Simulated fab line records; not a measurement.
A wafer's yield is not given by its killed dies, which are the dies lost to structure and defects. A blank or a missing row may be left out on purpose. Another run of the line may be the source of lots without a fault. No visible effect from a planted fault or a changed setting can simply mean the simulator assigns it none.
The tool behind it: which one? | flow gf180mcu | 72 wafers from 24 lots sampled at 6 of the route's 602 steps

WHAT THE GAUGES SHOWED, per wafer
GF_CONTACT_THK_MEAS_01.
lot  | measured     | on            | CONTACT_CVD_00_THK (nm)
L074 | day 15 04:31 | film-metro-04 | 292 296 297
L075 | day 15 13:57 | film-metro-02 | 297 301 302
L076 | day 15 22:05 | film-metro-02 | 302 305 304
L077 | day 16 05:47 | film-metro-01 | 310 308 307
L078 | day 16 17:57 | film-metro-01 | 301 295 302
L079 | day 16 22:57 | film-metro-04 | 297 298 297
L080 | day 17 08:55 | film-metro-04 | 301 306 306
L081 | day 17 19:07 | film-metro-04 | 302 305 302
L082 | day 18 02:38 | film-metro-01 | 296 294 292
L083 | day 18 10:27 | film-metro-04 | 305 302 300
L084 | day 19 01:40 | film-metro-02 | 297 301 307
L085 | day 19 07:10 | film-metro-02 | 300 302 298
L086 | day 19 10:16 | film-metro-04 | 295 298 294
L087 | day 19 17:17 | film-metro-01 | 302 301 303
L088 | day 20 06:25 | film-metro-02 | 302 302 300
L089 | day 20 14:44 | film-metro-02 | 304 299 302
L090 | day 21 06:17 | film-metro-04 | 296 301 300
L091 | day 21 22:32 | film-metro-01 | 298 300 299
L092 | day 22 13:10 | film-metro-04 | 302 299 298
L094 | day 22 16:43 | film-metro-02 | 297 302 303
L093 | day 22 17:40 | film-metro-02 | 302 302 300
L095 | day 22 21:14 | film-metro-01 | 296 297 302
L096 | day 23 10:50 | film-metro-01 | 302 299 300
L097 | day 23 13:53 | film-metro-02 | 298 297 298

GF_V1_THK_MEAS_03.
lot  | measured     | on            | V1_CVD_02_THK (nm)
L074 | day 17 04:44 | film-metro-01 | 856 872 877
L075 | day 17 14:38 | film-metro-04 | 843 852 861
L076 | day 17 23:07 | film-metro-03 | 842 847 862
L077 | day 18 06:43 | film-metro-03 | 861 850 866
L078 | day 18 20:26 | film-metro-01 | 855 861 866
L079 | day 19 01:21 | film-metro-03 | 843 844 858
L080 | day 19 11:02 | film-metro-03 | 831 830 844
L081 | day 19 23:50 | film-metro-01 | 830 850 847
L082 | day 20 06:20 | film-metro-03 | 841 860 855
L083 | day 20 14:23 | film-metro-04 | 850 866 875
L084 | day 21 06:20 | film-metro-03 | 835 834 848
L085 | day 21 11:04 | film-metro-01 | 834 841 842
L086 | day 21 14:02 | film-metro-01 | 829 854 851
L087 | day 21 20:24 | film-metro-03 | 837 848 852
L088 | day 22 09:43 | film-metro-03 | 862 845 857
L089 | day 22 17:08 | film-metro-01 | 842 846 852
L090 | day 23 08:46 | film-metro-04 | 833 848 853
L091 | day 24 00:44 | film-metro-01 | 833 848 856
L092 | day 24 13:46 | film-metro-04 | 839 857 876
L094 | day 24 17:31 | film-metro-03 | 834 828 840
L093 | day 24 17:53 | film-metro-03 | 844 842 850
L095 | day 24 20:50 | film-metro-04 | 832 854 850
L096 | day 25 11:01 | film-metro-04 | 834 840 846
L097 | day 25 14:13 | film-metro-03 | 844 848 853

GF_V1_OVL_MEAS_15.
lot  | measured     | on         | V1_OVL (nm)
L074 | day 18 04:41 | overlay-02 | -6 -4 -5
L075 | day 18 15:05 | overlay-02 | 2 0 8
L076 | day 18 23:31 | overlay-02 | 4 1 8
L077 | day 19 07:35 | overlay-02 | 1 6 6
L078 | day 19 21:43 | overlay-01 | 0 1 -6
L079 | day 20 02:25 | overlay-02 | -6 -8 -4
L080 | day 20 12:31 | overlay-02 | -3 -5 1
L081 | day 21 00:37 | overlay-02 | -3 -7 -14
L082 | day 21 07:26 | overlay-01 | 7 6 11
L083 | day 21 15:14 | overlay-01 | 8 -5 -2
L084 | day 22 06:23 | overlay-02 | 3 9 10
L085 | day 22 11:35 | overlay-02 | 4 2 2
L086 | day 22 13:59 | overlay-02 | 4 2 3
L087 | day 22 20:23 | overlay-01 | 2 0 4
L088 | day 23 09:14 | overlay-01 | -1 2 0
L089 | day 23 16:38 | overlay-01 | 9 7 3
L090 | day 24 07:08 | overlay-01 | 5 6 6
L091 | day 24 22:50 | overlay-02 | -8 0 -5
L092 | day 25 11:41 | overlay-02 | 8 -5 -2
L094 | day 25 15:43 | overlay-02 | 10 8 7
L093 | day 25 16:22 | overlay-01 | 3 14 14
L095 | day 25 18:29 | overlay-01 | 0 0 3
L096 | day 26 09:11 | overlay-01 | 4 16 4
L097 | day 26 12:26 | overlay-02 | 1 -7 1

GF_M3_OVL_MEAS_15.
lot  | measured     | on         | M3_OVL (nm)
L074 | day 21 10:38 | overlay-02 | -9 3 -1
L075 | day 21 20:23 | overlay-01 | 2 1 -5
L076 | day 22 08:04 | overlay-02 | -9 -9 -11
L077 | day 22 12:31 | overlay-02 | -2 -6 -6
L078 | day 23 02:40 | overlay-01 | 7 3 9
L079 | day 23 06:50 | overlay-01 | 0 -2 3
L080 | day 23 16:13 | overlay-02 | -1 0 -5
L081 | day 24 03:56 | overlay-02 | -5 -1 0
L082 | day 24 09:07 | overlay-02 | -6 -5 -3
L083 | day 24 17:14 | overlay-02 | -8 0 -3
L084 | day 25 07:32 | overlay-01 | -2 1 -3
L085 | day 25 11:20 | overlay-01 | 0 -2 -4
L086 | day 25 14:11 | overlay-02 | -2 -5 2
L087 | day 25 19:31 | overlay-01 | 7 -2 7
L088 | day 26 08:46 | overlay-01 | -5 -2 -2
L089 | day 26 16:04 | overlay-01 | -1 -7 -4
L090 | day 27 04:55 | overlay-02 | -12 -6 -1
L091 | day 27 17:50 | overlay-01 | -3 -4 1
L092 | day 28 07:17 | overlay-01 | -12 -8 -5
L094 | day 28 10:22 | overlay-02 | -6 0 0
L093 | day 28 11:01 | overlay-01 | 4 5 3
L095 | day 28 12:52 | overlay-02 | -11 -2 -2
L096 | day 29 02:52 | overlay-02 | 5 8 9
L097 | day 29 06:31 | overlay-01 | -5 -1 -5

GF_V3_CD_MEAS_14: the cd target is 260 nm.
lot  | measured     | on        | cd-nm (nm)
L074 | day 22 11:50 | cd-sem-01 | 258.8 258.3 258.5
L075 | day 22 21:10 | cd-sem-01 | 259.5 258.7 259.0
L076 | day 23 08:08 | cd-sem-02 | 261.0 261.1 260.2
L077 | day 23 13:11 | cd-sem-01 | 260.2 259.5 259.0
L078 | day 24 02:54 | cd-sem-02 | 260.1 259.0 259.9
L079 | day 24 06:13 | cd-sem-01 | 258.5 258.9 260.0
L080 | day 24 16:02 | cd-sem-01 | 262.0 261.2 260.8
L081 | day 25 03:47 | cd-sem-02 | 259.7 259.4 260.3
L082 | day 25 08:33 | cd-sem-01 | 258.5 259.9 260.6
L083 | day 25 16:28 | cd-sem-01 | 259.3 259.2 259.0
L084 | day 26 05:55 | cd-sem-02 | 259.4 260.4 261.0
L085 | day 26 09:49 | cd-sem-02 | 260.8 260.4 259.9
L086 | day 26 12:38 | cd-sem-02 | 258.9 259.7 259.0
L087 | day 26 18:16 | cd-sem-02 | 259.0 259.3 260.8
L088 | day 27 06:55 | cd-sem-01 | 262.2 262.5 262.2
L089 | day 27 13:35 | cd-sem-01 | 261.9 261.6 261.3
L090 | day 28 02:37 | cd-sem-02 | 260.0 258.8 260.0
L091 | day 28 14:55 | cd-sem-01 | 258.9 258.2 258.3
L092 | day 29 04:04 | cd-sem-02 | 259.6 258.1 259.1
L094 | day 29 07:02 | cd-sem-02 | 259.5 259.7 259.9
L093 | day 29 07:31 | cd-sem-02 | 260.0 258.7 259.3
L095 | day 29 09:45 | cd-sem-01 | 261.7 260.8 261.5
L096 | day 29 23:11 | cd-sem-01 | 259.0 259.2 258.3
L097 | day 30 02:17 | cd-sem-01 | 260.2 260.4 260.0

WHICH TOOL RAN EACH LOT (tool, then ch and the chambers of the sampled wafers, then the start)
lot  | GF_M3_SPUTTER_00
L074 | pvd-sputter-01, day 20 10:04
L075 | pvd-sputter-04, day 20 19:55
L076 | pvd-sputter-01, day 21 08:06
L077 | pvd-sputter-01, day 21 12:11
L078 | pvd-sputter-01, day 22 02:48
L079 | pvd-sputter-03, day 22 07:15
L080 | pvd-sputter-03, day 22 17:06
L081 | pvd-sputter-01, day 23 04:24
L082 | pvd-sputter-03, day 23 10:12
L083 | pvd-sputter-03, day 23 18:45
L084 | pvd-sputter-03, day 24 09:08
L085 | pvd-sputter-04, day 24 13:01
L086 | pvd-sputter-01, day 24 16:02
L087 | pvd-sputter-01, day 24 22:03
L088 | pvd-sputter-03, day 25 10:53
L089 | pvd-sputter-03, day 25 18:06
L090 | pvd-sputter-04, day 26 07:54
L091 | pvd-sputter-01, day 26 21:46
L092 | pvd-sputter-01, day 27 11:08
L094 | pvd-sputter-04, day 27 14:20
L093 | pvd-sputter-04, day 27 14:52
L095 | pvd-sputter-03, day 27 16:44
L096 | pvd-sputter-01, day 28 07:07
L097 | pvd-sputter-01, day 28 10:29
- GF_M3_SPUTTER_00: material Ti, target thk 37.5 nm, time 150 s.

WHAT THE TOOLS THEMSELVES READ (means of the sampled wafers that have a number; where no wafer has one, the mark that the record gives instead)
GF_M3_SPUTTER_00.
lot  | tool           | substrate-temp-c (C) | throttle-valve-pct (%)
L074 | pvd-sputter-01 | 199.92               | 30.7
L075 | pvd-sputter-04 | 200.06               | 29.7
L076 | pvd-sputter-01 | 199.98               | 30.0
L077 | pvd-sputter-01 | 200.15               | 29.2
L078 | pvd-sputter-01 | 200.11               | 29.0
L079 | pvd-sputter-03 | 200.20               | 30.5
L080 | pvd-sputter-03 | 199.79               | 29.8
L081 | pvd-sputter-01 | 199.97               | 30.7
L082 | pvd-sputter-03 | 199.91               | 30.3
L083 | pvd-sputter-03 | 200.02               | 29.8
L084 | pvd-sputter-03 | 199.99               | 30.3
L085 | pvd-sputter-04 | 200.07               | 29.2
L086 | pvd-sputter-01 | 200.09               | 30.5
L087 | pvd-sputter-01 | 200.08               | 29.7
L088 | pvd-sputter-03 | 200.08               | 30.5
L089 | pvd-sputter-03 | 200.03               | 30.4
L090 | pvd-sputter-04 | 200.03               | 29.7
L091 | pvd-sputter-01 | 200.11               | 28.8
L092 | pvd-sputter-01 | 200.00               | 29.2
L094 | pvd-sputter-04 | 200.09               | 29.3
L093 | pvd-sputter-04 | 199.77               | 29.8
L095 | pvd-sputter-03 | 200.11               | 30.0
L096 | pvd-sputter-01 | 199.97               | 30.9
L097 | pvd-sputter-01 | 200.06               | 29.8

THE ANSWER, worked out from the rows above alone
Rule: usual is defined by the lots themselves. Put in order of their means at a reading, lots are off if they are a third of the lots or fewer, leave a main group of 4 or more, and stand apart from it by a gap of 3 or more times the standard deviation of the main group's means; of several such gaps the widest counts. A main group whose means are all the same, to the digits that the tables above print for the reading, isn't used. A lot without any number at a reading at which 4 lots or more have one is off too. Where the step has rows for the other lots, those lots are counted as sound. Order of review: gauges by route order, followed by the tools' own readings, for which a lot's mean as printed above is used. At the first step where some lot is off, the reading lying furthest off is the one used; lots without a number count as furthest.
No lot is off on any of the readings shown, so nothing can be concluded from this.

WHAT THE SIMULATOR HAD PUT IN
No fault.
